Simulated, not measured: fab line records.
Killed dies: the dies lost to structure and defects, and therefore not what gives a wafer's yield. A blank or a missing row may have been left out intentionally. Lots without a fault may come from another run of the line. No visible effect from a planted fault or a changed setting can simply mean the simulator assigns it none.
Problem report, 8D (eight disciplines) form, completed by code ; flow sky130 ; the parts of the form that need people (team, actions taken, sign-off) are left out

1. PROBLEM STATEMENT
Mean of beam energy keV at SKY_SD_P_IMPLANT_09: 19.737 across 6 wafers in 2 lots; on wafers with no fault it is 19.999 (standard deviation 0.0065). Relative to the usual mean, that is a shift of -40 standard deviations.
Seen first at day 27 21:17 on implanter-03, wafer L236.2. The record has a number at this step for 18 wafers belonging to 6 lots. By rule, "out" or "out of limits" means more than 4 standard deviations away from the usual mean. The rest of the wafers with a number are treated as sound.

2. WHAT IT IS AND WHAT IT IS NOT
question;is;is not
which readings at this step;beam energy keV;-
which lots;L236, L237;L246, L247, L248, L255
which wafers of those lots;all that have a number;-
read on which tools;implanter-03;implanter-02
when;from day 27 21:17;"up to then (0 sound wafers); but 12 sound wafers of L246, L247, L248, L255 came after"

3. WHAT RULES OUT EACH SUSPECT
Counting: a tool stays on the suspect list if, at a process step up to the reading, it processed all lots that are out and no sound lot following the first of them.
- rie diel-03 at SKY_POLY_CUT_ETCH_10 (etches BARC in N2/H2, stops on SiO2, time 45.9 s, target depth 60 nm): kept. It ran every lot that is out, first L236 (day 26 14:22), and no sound lot after that.
- rie diel-03 at SKY_POLY_CUT_ETCH_11 (etches Si3N4 in CF4/CH2F2/Ar, stops on poly-Si, time 42.5 s, target depth 60 nm): kept. It ran every lot that is out, first L236 (day 26 14:25), and no sound lot after that.
- implanter-03 at SKY_SD_P_IMPLANT_09: ruled out as a lasting fault. Following L236 (day 27 21:17), the first lot on it that is out, the sound lots L247, L248 were run on it.
What counting leaves: rie diel-03 at SKY_POLY_CUT_ETCH_10 and rie diel-03 at SKY_POLY_CUT_ETCH_11.

4. THE CAUSE (what the simulator had put in)
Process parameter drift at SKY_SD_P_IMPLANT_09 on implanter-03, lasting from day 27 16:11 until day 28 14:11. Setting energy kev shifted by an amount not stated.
Counting ruled it out, wrongly.

5. SEQUENCE OF EFFECTS, ordered by route
One row per reading whose mean, taken over the struck wafers that have a number, lies over 3 standard deviations from the usual. Only readings for which the record gives a usual standard deviation are gone through. hours: the time from each lot's start at the first step in this table that gives one to its start at this step, as a median over the lots. sigmas: the change in usual standard deviations.
hours;step;reading;usual;on struck wafers;change;sigmas
0;SKY_SD_P_IMPLANT_09;beam energy keV;19.999;19.737;-0.262;-40
Process steps it contains:
- SKY_SD_P_IMPLANT_09

6. WHAT WOULD HAVE CAUGHT IT SOONER
5 hours passed between the start of the fault at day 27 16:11 and the first reading out of limits in this record, taken at day 27 21:17.
